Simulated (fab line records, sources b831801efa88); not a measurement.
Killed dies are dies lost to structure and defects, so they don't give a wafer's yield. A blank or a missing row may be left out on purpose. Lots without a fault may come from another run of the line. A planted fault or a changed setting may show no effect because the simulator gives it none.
fab line records | flow gf180mcu
record lots=24 wafers=72 last_day=34
route steps=602 shown HV_LDD@228 M1@319 V1@356 M2@362 V4@477
lots that met no fault: from a run of the same line without faults
start_h: hours from the record's first day to the start of the lot's first wafer shown | wait_h: hours since the lot's step before | " the same as in the row above | L1.1+2: a row that stands for several wafers | - no value, or no start given | * or withheld: withheld | < > ~ a bound
route shown NAME@n: a module of which the file shows steps, and the number in the route of the first | usual: mean/standard deviation of fault-free wafers | same: alike in all rows | chamber/n: place in a boat | sites: the reading at each site | _std_site: their standard deviation | _edge_site: outer sites' mean less inner sites' | radius_mm: how far each site lies from the wafer's centre | mask NAME#n: copy n | behind: the tool/chamber that last shaped the wafer | hold: why the lot was held/for how many hours/how that ended | device: the transistor (n, p or np) that didn't switch | end of line: the same wafers' tests at the end of the route | a step without rows: its recipe alone | killed: dies lost to structure and defects at the first sort, not the wafer's yield | map: a wafer's dies, x killed, . not, _ none there
set.NAME: the setting as run; set.NAME@STEP: as run at that earlier step | model.NAME: the simulator's own value behind a step, which no gauge read
steps of the route over a sample of lots; a table a step, a row a wafer
services: from which hour (start_h, from the record's first day; less than 0 if before it) a tool's chamber was out of use, for how many hours, and why
## steps
# step GF_HV_LDD_RTA_52
# recipe temp_c=1000 time_s=10 ambient=N2
# usual chamber_o2_ppm=1.997/0.023 lamp_power_pct=32/3.9 wafer_temp_C_max=1002.8/0.79
# columns lot.wafer tool chamber start_h wait_h chamber_o2_ppm lamp_power_pct wafer_temp_C_max
L074.2 rtp_anneal-02 0 270.21 0.0 1.986 29 1002.4
L074.3 " 0 " " 1.985 29 1003.0
L074.5 " 0 " " 2.026 29 1002.7
L075.1 rtp_anneal-01 0 280.19 0.0 1.976 37 1003.4
L075.2 " 0 " " 1.972 37 1003.7
L075.4 " 0 " " 1.979 37 1002.8
L076.1 rtp_anneal-01 0 290.63 0.0 2.001 37 1003.1
L076.3 " 0 " " 1.995 37 1003.4
L076.4 " 0 " " 2.010 37 1003.3
L077.2 rtp_anneal-02 0 295.04 0.0 1.998 29 1003.4
L077.4 " 0 " " 2.010 29 1003.2
L077.6 " 0 " " 1.983 29 1003.9
L078.1 rtp_anneal-02 0 306.53 0.0 1.972 29 1001.7
L078.3 " 0 " " 1.993 29 1000.9
L078.5 " 0 " " 1.992 29 1002.2
L079.1 rtp_anneal-01 0 313.13 0.0 1.972 37 1003.1
L079.4 " 0 " " 1.971 37 1002.6
L079.6 " 0 " " 1.993 37 1003.4
L080.1 rtp_anneal-02 0 319.11 0.0 2.060 29 1002.2
L080.2 " 0 " " 1.997 29 1001.9
L080.3 " 0 " " 2.038 29 1002.3
L081.1 rtp_anneal-01 0 340.58 0.0 2.016 37 1003.4
L081.3 " 0 " " 2.011 37 1003.8
L081.4 " 0 " " 1.991 37 1002.3
L082.1 rtp_anneal-02 0 341.49 0.0 1.990 29 1002.6
L082.4 " 0 " " 2.007 29 1002.8
L082.6 " 0 " " 1.975 29 1003.0
L083.1 rtp_anneal-02 0 349.43 0.0 2.038 29 1003.6
L083.2 " 0 " " 2.021 29 1002.7
L083.6 " 0 " " 2.031 29 1002.5
L084.2 rtp_anneal-01 0 360.94 0.0 1.994 37 1003.1
L084.4 " 0 " " 2.018 37 1002.4
L084.6 " 0 " " 2.002 37 1003.4
L085.2 rtp_anneal-02 0 372.39 0.0 1.983 29 1002.1
L085.3 " 0 " " 1.980 29 1002.6
L085.6 " 0 " " 2.015 29 1002.3
L086.1 rtp_anneal-02 0 373.38 0.0 2.021 29 1002.3
L086.4 " 0 " " 1.989 29 1002.5
L086.6 " 0 " " 2.027 29 1001.7
L087.3 rtp_anneal-01 0 382.91 0.0 2.016 37 1001.3
L087.5 " 0 " " 2.034 37 1004.6
L087.6 " 0 " " 1.997 37 1003.6
L088.1 rtp_anneal-01 0 390.52 0.0 1.999 37 1003.5
L088.2 " 0 " " 1.982 37 1004.1
L088.3 " 0 " " 2.010 37 1004.4
L090.1 rtp_anneal-02 0 403.98 0.0 1.961 29 1002.8
L090.2 " 0 " " 1.949 29 1002.9
L090.3 " 0 " " 1.962 29 1003.1
L089.2 rtp_anneal-01 0 404.89 0.0 1.977 37 1003.6
L089.3 " 0 " " 1.949 37 1003.0
L089.6 " 0 " " 1.964 37 1004.5
L091.2 rtp_anneal-02 0 411.59 0.0 1.991 29 1002.3
L091.3 " 0 " " 1.976 29 1003.1
L091.5 " 0 " " 1.987 29 1002.1
L092.2 rtp_anneal-02 0 417.95 0.0 2.017 29 1001.3
L092.5 " 0 " " 1.994 29 1001.6
L092.6 " 0 " " 2.001 29 1002.9
L093.2 rtp_anneal-02 0 425.44 0.0 1.958 29 1002.6
L093.3 " 0 " " 1.963 29 1003.3
L093.4 " 0 " " 1.961 29 1002.0
L094.2 rtp_anneal-02 0 437.59 0.0 2.003 29 1002.7
L094.3 " 0 " " 1.988 29 1002.3
L094.6 " 0 " " 2.011 29 1001.9
L095.1 rtp_anneal-01 0 443.63 0.0 1.998 37 1004.8
L095.2 " 0 " " 2.013 37 1003.8
L095.5 " 0 " " 2.020 37 1003.4
L096.2 rtp_anneal-02 0 450.69 0.0 2.009 29 1002.2
L096.3 " 0 " " 2.033 29 1002.8
L096.4 " 0 " " 2.009 29 1002.5
L097.1 rtp_anneal-01 0 460.58 0.0 1.993 37 1002.7
L097.3 " 0 " " 1.996 37 1004.5
L097.4 " 0 " " 2.014 37 1003.8
# step GF_M1_SPUTTER_04
# recipe material=TiN target_thk_nm=50 power_w=6500 time_s=41.7 chamber_pressure_pa=0.4
# usual throttle_valve_pct=29.5/1.1
# columns lot.wafer tool chamber start_h wait_h throttle_valve_pct
L074.2 pvd_sputter-04 - 360.69 0.0 30.2
L074.3 " - " " 29.5
L074.5 " - " " 29.9
L075.1 pvd_sputter-03 - 372.05 0.0 29.9
L075.2 " - " " 27.8
L075.4 " - " " 31.5
L076.1 pvd_sputter-02 - 384.49 0.0 29.8
L076.3 " - " " 28.7
L076.4 " - " " 28.8
L077.2 pvd_sputter-02 - 388.64 0.0 30.0
L077.4 " - " " 28.5
L077.6 " - " " 28.9
L078.1 pvd_sputter-03 - 401.24 0.0 27.8
L078.3 " - " " 31.6
L078.5 " - " " 30.3
L079.1 pvd_sputter-02 - 408.14 0.0 28.6
L079.4 " - " " 28.6
L079.6 " - " " 28.8
L080.1 pvd_sputter-04 - 415.99 0.0 30.1
L080.2 " - " " 29.8
L080.3 " - " " 29.7
L081.1 pvd_sputter-03 - 440.85 0.0 29.4
L081.3 " - " " 30.0
L081.4 " - " " 31.7
L082.1 pvd_sputter-02 - 443.04 0.0 28.5
L082.4 " - " " 30.2
L082.6 " - " " 29.7
L083.1 pvd_sputter-04 - 450.14 0.0 29.2
L083.2 " - " " 29.7
L083.6 " - " " 29.3
L084.2 pvd_sputter-03 - 463.50 0.0 27.8
L084.4 " - " " 29.5
L084.6 " - " " 27.8
L086.1 pvd_sputter-03 - 475.61 0.0 30.2
L086.4 " - " " 30.0
L086.6 " - " " 27.9
L085.2 pvd_sputter-04 - 476.28 0.0 29.7
L085.3 " - " " 29.5
L085.6 " - " " 29.5
L087.3 pvd_sputter-03 - 486.30 0.0 31.6
L087.5 " - " " 27.8
L087.6 " - " " 31.7
L088.1 pvd_sputter-02 - 494.76 0.0 28.5
L088.2 " - " " 30.2
L088.3 " - " " 28.4
L090.1 pvd_sputter-04 - 505.94 0.0 29.6
L090.2 " - " " 29.5
L090.3 " - " " 30.1
L089.2 pvd_sputter-04 - 507.49 0.0 29.5
L089.3 " - " " 29.9
L089.6 " - " " 29.7
L091.2 pvd_sputter-03 - 514.76 0.0 31.5
L091.3 " - " " 29.2
L091.5 " - " " 29.6
L092.2 pvd_sputter-02 - 520.80 0.0 29.9
L092.5 " - " " 29.7
L092.6 " - " " 28.5
L093.2 pvd_sputter-03 - 527.74 0.0 29.8
L093.3 " - " " 29.7
L093.4 " - " " 27.7
L094.2 pvd_sputter-03 - 539.68 0.0 30.0
L094.3 " - " " 27.4
L094.6 " - " " 29.5
L095.1 pvd_sputter-03 - 545.01 0.0 27.9
L095.2 " - " " 30.0
L095.5 " - " " 31.6
L096.2 pvd_sputter-02 - 551.59 0.0 30.3
L096.3 " - " " 28.8
L096.4 " - " " 29.8
L097.1 pvd_sputter-03 - 561.39 0.0 29.5
L097.3 " - " " 28.0
L097.4 " - " " 29.7
# step GF_V1_SPUTTER_21
# recipe material=Ti target_thk_nm=15 chamber_pressure_pa=5 power_w=2500 substrate_temp_c=200 time_s=80.02
# usual throttle_valve_pct=29.7/0.99
# columns lot.wafer tool chamber start_h wait_h throttle_valve_pct
L074.2 pvd_sputter-01 - 409.48 0.0 31.4
L074.3 " - " " 30.2
L074.5 " - " " 29.2
L075.1 pvd_sputter-03 - 420.71 0.0 29.7
L075.2 " - " " 31.3
L075.4 " - " " 27.4
L076.1 pvd_sputter-01 - 434.38 0.0 29.3
L076.3 " - " " 29.5
L076.4 " - " " 29.9
L077.2 pvd_sputter-03 - 438.23 0.0 27.7
L077.4 " - " " 29.5
L077.6 " - " " 29.4
L078.1 pvd_sputter-02 - 451.71 0.0 30.1
L078.3 " - " " 30.2
L078.5 " - " " 28.5
L079.1 pvd_sputter-01 - 458.21 0.0 29.3
L079.4 " - " " 29.9
L079.6 " - " " 30.0
L080.1 pvd_sputter-02 - 466.86 0.0 28.5
L080.2 " - " " 30.0
L080.3 " - " " 29.7
L081.1 pvd_sputter-02 - 491.91 0.0 29.8
L081.3 " - " " 28.6
L081.4 " - " " 29.9
L082.1 pvd_sputter-03 - 493.92 0.0 28.0
L082.4 " - " " 31.7
L082.6 " - " " 29.9
L083.1 pvd_sputter-01 - 500.05 0.0 31.5
L083.2 " - " " 29.7
L083.6 " - " " 31.3
L084.2 pvd_sputter-03 - 512.88 0.0 30.2
L084.4 " - " " 31.8
L084.6 " - " " 31.9
L086.1 pvd_sputter-02 - 525.13 0.0 30.1
L086.4 " - " " 28.5
L086.6 " - " " 30.2
L085.2 pvd_sputter-01 - 525.57 0.0 29.4
L085.3 " - " " 29.7
L085.6 " - " " 29.4
L087.3 pvd_sputter-02 - 535.36 0.0 30.0
L087.5 " - " " 28.6
L087.6 " - " " 29.7
L088.1 pvd_sputter-01 - 543.06 0.0 31.4
L088.2 " - " " 30.2
L088.3 " - " " 29.5
L090.1 pvd_sputter-02 - 553.00 0.0 28.5
L090.2 " - " " 28.9
L090.3 " - " " 30.1
L089.2 pvd_sputter-01 - 554.93 0.0 29.6
L089.3 " - " " 29.6
L089.6 " - " " 29.2
L091.2 pvd_sputter-01 - 561.62 0.0 29.3
L091.3 " - " " 29.3
L091.5 " - " " 31.2
L092.2 pvd_sputter-02 - 568.26 0.0 29.8
L092.5 " - " " 30.2
L092.6 " - " " 28.6
L093.2 pvd_sputter-02 - 574.79 0.0 28.7
L093.3 " - " " 28.9
L093.4 " - " " 30.0
L094.2 pvd_sputter-03 - 585.94 0.0 27.7
L094.3 " - " " 29.6
L094.6 " - " " 30.0
L095.1 pvd_sputter-02 - 590.96 0.0 30.3
L095.2 " - " " 28.5
L095.5 " - " " 28.4
L096.2 pvd_sputter-01 - 597.69 0.0 31.3
L096.3 " - " " 29.7
L096.4 " - " " 29.5
L097.1 pvd_sputter-03 - 606.75 0.0 29.5
L097.3 " - " " 28.0
L097.4 " - " " 29.9
# step GF_M2_SPUTTER_00
# recipe material=Ti target_thk_nm=37.5 arriving_ion_energy_ev=80 substrate_temp_c=200 chamber_pressure_pa=2.09 power_w=4000 time_s=150
# usual throttle_valve_pct=29.7/1
# columns lot.wafer tool chamber start_h wait_h throttle_valve_pct
L074.2 pvd_sputter-04 - 410.18 0.2 29.1
L074.3 " - " " 29.4
L074.5 " - " " 29.5
L075.1 pvd_sputter-01 - 421.40 0.1 29.8
L075.2 " - " " 29.3
L075.4 " - " " 29.4
L076.1 pvd_sputter-03 - 435.07 0.2 29.7
L076.3 " - " " 30.1
L076.4 " - " " 27.7
L077.2 pvd_sputter-04 - 438.93 0.2 29.4
L077.4 " - " " 30.0
L077.6 " - " " 29.7
L078.1 pvd_sputter-03 - 452.41 0.2 29.9
L078.3 " - " " 29.3
L078.5 " - " " 29.5
L079.1 pvd_sputter-01 - 458.91 0.2 31.3
L079.4 " - " " 29.0
L079.6 " - " " 29.0
L080.1 pvd_sputter-01 - 467.56 0.2 30.0
L080.2 " - " " 29.3
L080.3 " - " " 29.3
L081.1 pvd_sputter-04 - 492.61 0.2 29.5
L081.3 " - " " 29.6
L081.4 " - " " 29.2
L082.1 pvd_sputter-04 - 494.61 0.2 29.7
L082.4 " - " " 29.2
L082.6 " - " " 29.6
L083.1 pvd_sputter-03 - 500.74 0.2 31.4
L083.2 " - " " 27.5
L083.6 " - " " 31.5
L084.2 pvd_sputter-01 - 513.57 0.1 31.4
L084.4 " - " " 29.1
L084.6 " - " " 29.3
L086.1 pvd_sputter-04 - 525.82 0.2 29.6
L086.4 " - " " 29.3
L086.6 " - " " 30.1
L085.2 pvd_sputter-01 - 526.26 0.2 29.9
L085.3 " - " " 31.3
L085.6 " - " " 29.2
L087.3 pvd_sputter-04 - 536.06 0.1 29.6
L087.5 " - " " 29.9
L087.6 " - " " 29.2
L088.1 pvd_sputter-03 - 543.75 0.2 27.6
L088.2 " - " " 29.6
L088.3 " - " " 31.6
L090.1 pvd_sputter-03 - 553.69 0.2 29.9
L090.2 " - " " 31.8
L090.3 " - " " 29.8
L089.2 pvd_sputter-03 - 555.64 0.2 29.5
L089.3 " - " " 30.2
L089.6 " - " " 30.0
L091.2 pvd_sputter-03 - 562.31 0.1 29.4
L091.3 " - " " 30.2
L091.5 " - " " 31.5
L092.2 pvd_sputter-04 - 568.95 0.1 29.5
L092.5 " - " " 29.9
L092.6 " - " " 29.3
L093.2 pvd_sputter-03 - 575.48 0.2 27.6
L093.3 " - " " 29.6
L093.4 " - " " 30.2
L094.2 pvd_sputter-01 - 586.63 0.2 29.4
L094.3 " - " " 31.4
L094.6 " - " " 29.1
L095.1 pvd_sputter-03 - 591.65 0.1 31.8
L095.2 " - " " 29.7
L095.5 " - " " 27.7
L096.2 pvd_sputter-01 - 598.38 0.1 29.0
L096.3 " - " " 29.0
L096.4 " - " " 29.3
L097.1 pvd_sputter-03 - 607.45 0.2 27.9
L097.3 " - " " 29.9
L097.4 " - " " 29.6
# step GF_V4_THK_MEAS_01
# recipe reads=SiO2_of_V4_CVD_00
# usual V4_CVD_00_THK=599/5.5
# columns lot.wafer tool chamber start_h wait_h V4_CVD_00_THK[nm]
L074.2 film_metro-01 - 537.04 0.0 605
L074.3 " - " " 611
L074.5 " - " " 602
L075.1 film_metro-02 - 547.20 0.0 597
L075.2 " - " " 598
L075.4 " - " " 599
L076.1 film_metro-02 - 560.18 0.0 597
L076.3 " - " " 596
L076.4 " - " " 591
L077.2 film_metro-03 - 563.62 0.0 603
L077.4 " - " " 607
L077.6 " - " " 603
L078.1 film_metro-03 - 575.83 0.0 602
L078.3 " - " " 600
L078.5 " - " " 602
L079.1 film_metro-02 - 580.26 0.0 608
L079.4 " - " " 608
L079.6 " - " " 607
L080.1 film_metro-02 - 589.37 0.0 602
L080.2 " - " " 607
L080.3 " - " " 596
L081.1 film_metro-03 - 610.95 0.0 589
L081.3 " - " " 596
L081.4 " - " " 593
L082.1 film_metro-02 - 613.00 0.0 594
L082.4 " - " " 592
L082.6 " - " " 594
L083.1 film_metro-01 - 618.01 0.0 595
L083.2 " - " " 593
L083.6 " - " " 601
L084.2 film_metro-02 - 629.40 0.0 606
L084.4 " - " " 599
L084.6 " - " " 604
L086.1 film_metro-01 - 639.57 0.0 597
L086.4 " - " " 595
L086.6 " - " " 592
L085.2 film_metro-03 - 640.20 0.1 596
L085.3 " - " " 601
L085.6 " - " " 593
L087.3 film_metro-03 - 649.44 0.1 600
L087.5 " - " " 602
L087.6 " - " " 601
L088.1 film_metro-03 - 655.70 0.0 597
L088.2 " - " " 605
L088.3 " - " " 587
L090.1 film_metro-03 - 665.25 0.0 604
L090.2 " - " " 596
L090.3 " - " " 610
L089.2 film_metro-02 - 666.67 0.0 600
L089.3 " - " " 592
L089.6 " - " " 596
L091.2 film_metro-01 - 671.21 0.0 598
L091.3 " - " " 600
L091.5 " - " " 603
L092.2 film_metro-02 - 678.94 0.0 599
L092.5 " - " " 610
L092.6 " - " " 592
L093.2 film_metro-01 - 683.50 0.0 588
L093.3 " - " " 595
L093.4 " - " " 591
L094.2 film_metro-03 - 693.56 0.0 592
L094.3 " - " " 600
L094.6 " - " " 598
L095.1 film_metro-03 - 698.15 0.0 598
L095.2 " - " " 601
L095.5 " - " " 600
L096.2 film_metro-02 - 703.61 0.0 602
L096.3 " - " " 594
L096.4 " - " " 596
L097.1 film_metro-02 - 710.65 0.0 602
L097.3 " - " " 607
L097.4 " - " " 607
# step GF_V4_CMP_26
# recipe stop_on=SiO2 down_force_psi=3.5 platen_rpm=60 t_overpolish_s=15 target_thk_nm=0 pad_velocity_m_s=0.94248
# usual motor_current_A=11.1/0.86 overpolish_run_s=15.001/0.0091 time_to_endpoint_s=84/3.2
# columns lot.wafer tool chamber start_h wait_h motor_current_A overpolish_run_s time_to_endpoint_s
L074.2 cmp-01 2 561.30 0.1 11.0 15.006 85
L074.3 " 0 " " 11.6 14.996 84
L074.5 " 2 " " 11.1 15.002 87
L075.1 cmp-01 2 571.70 0.1 11.4 15.003 86
L075.2 " 3 " " 11.3 15.003 88
L075.4 " 0 " " 11.2 14.999 89
L076.3 cmp-01 1 583.40 0.0 12.5 14.983 80
L076.4 " 2 " " 11.6 15.003 85
L076.1 " 3 " " 12.3 15.004 86
L077.2 cmp-02 1 587.48 0.0 9.9 15.002 81
L077.4 " 0 " " 10.1 15.004 84
L077.6 " 1 " " 10.8 14.999 83
L078.1 cmp-01 2 599.09 0.1 11.5 15.003 82
L078.3 " 3 " " 12.8 14.988 84
L078.5 " 3 " " 12.3 15.000 80
L079.1 cmp-02 0 603.12 0.1 10.4 14.984 86
L079.4 " 1 " " 9.9 14.990 87
L079.6 " 3 " " 10.6 14.999 83
L080.3 cmp-02 2 612.45 0.1 10.6 15.008 84
L080.2 " 3 " " 10.2 15.007 85
L080.1 " 0 " " 10.7 15.001 88
L081.3 cmp-01 3 633.21 0.0 12.5 14.996 84
L081.4 " 0 " " 11.1 15.003 89
L081.1 " 2 " " 11.5 14.986 88
L082.4 cmp-02 2 635.05 0.0 10.1 14.999 80
L082.1 " 0 " " 10.3 15.001 82
L082.6 " 2 " " 10.2 15.001 83
L083.1 cmp-02 3 640.11 0.1 10.3 14.994 81
L083.2 " 1 " " 10.5 15.005 84
L083.6 " 2 " " 10.5 14.996 80
L084.2 cmp-02 1 651.38 0.1 10.0 14.990 82
L084.4 " 2 " " 10.1 14.985 82
L084.6 " 1 " " 10.4 15.017 83
L086.1 cmp-02 3 660.62 0.1 10.0 14.994 79
L086.4 " 0 " " 10.1 14.994 86
L086.6 " 2 " " 10.5 15.008 82
L085.2 cmp-01 3 660.95 0.0 12.5 15.016 88
L085.3 " 2 " " 11.2 15.000 92
L085.6 " 0 " " 11.3 14.987 90
L087.3 cmp-01 3 670.31 0.0 12.0 15.024 84
L087.5 " 3 " " 12.2 15.002 84
L087.6 " 0 " " 11.2 15.018 81
L088.1 cmp-01 1 677.21 0.1 11.9 15.002 81
L088.3 " 2 " " 11.6 14.995 84
L088.2 " 0 " " 11.1 15.001 81
L090.1 cmp-01 0 686.03 0.1 12.2 14.989 82
L090.2 " 1 " " 12.1 15.002 81
L090.3 " 3 " " 11.7 14.981 82
L089.3 cmp-02 3 686.82 0.0 10.7 14.992 81
L089.2 " 1 " " 11.1 14.990 83
L089.6 " 0 " " 10.6 14.991 84
L091.3 cmp-01 3 692.23 0.0 12.4 15.000 90
L091.2 " 0 " " 11.3 15.003 89
L091.5 " 0 " " 11.3 15.010 88
L092.2 cmp-02 0 700.48 0.1 10.5 14.993 88
L092.5 " 2 " " 9.7 15.008 85
L092.6 " 3 " " 10.5 14.999 85
L093.4 cmp-02 3 703.47 0.0 10.2 15.004 82
L093.3 " 0 " " 10.4 14.995 82
L093.2 " 2 " " 9.5 14.991 84
L094.3 cmp-02 3 714.18 0.0 9.8 15.017 83
L094.2 " 1 " " 10.6 14.990 83
L094.6 " 3 " " 10.1 14.996 84
L095.2 cmp-01 3 717.87 0.1 12.0 15.010 86
L095.1 " 0 " " 12.0 15.004 85
L095.5 " 2 " " 11.6 15.000 83
L096.4 cmp-01 1 723.47 0.0 12.2 15.011 77
L096.2 " 2 " " 10.8 14.994 85
L096.3 " 0 " " 11.5 15.006 82
L097.3 cmp-02 1 729.76 0.1 10.6 15.015 89
L097.4 " 2 " " 11.3 14.997 86
L097.1 " 3 " " 10.0 15.010 86
## services
# columns tool chamber start_h hours kind
pvd_sputter-01 - 268.13 3.4 repair
pvd_sputter-02 - 282.43 4.8 repair
cmp-01 - 295.56 0.6 repair
cmp-01 - 299.03 0.5 repair
pvd_sputter-02 - 315.02 1.9 repair
pvd_sputter-01 - 331.23 5.0 repair
cmp-02 - 365.62 4.4 repair
cmp-01 - 404.29 4.0 pm
cmp-01 - 416.44 4.1 pm
rtp_anneal-02 - 429.70 4.5 pm
pvd_sputter-04 - 431.04 2.3 repair
pvd_sputter-03 - 441.83 1.1 repair
pvd_sputter-03 - 449.55 2.8 repair
pvd_sputter-02 - 511.30 9.1 repair
pvd_sputter-02 - 544.63 6.2 repair
pvd_sputter-04 - 580.40 10.1 repair
pvd_sputter-03 - 597.72 4.0 repair
pvd_sputter-03 - 627.47 0.6 repair
pvd_sputter-02 - 648.32 4.0 repair
pvd_sputter-04 - 653.52 4.0 repair
pvd_sputter-01 - 656.43 1.3 repair
pvd_sputter-03 - 699.28 2.1 repair
pvd_sputter-03 - 700.86 0.8 repair
pvd_sputter-01 - 727.55 0.8 repair
## key
fault none
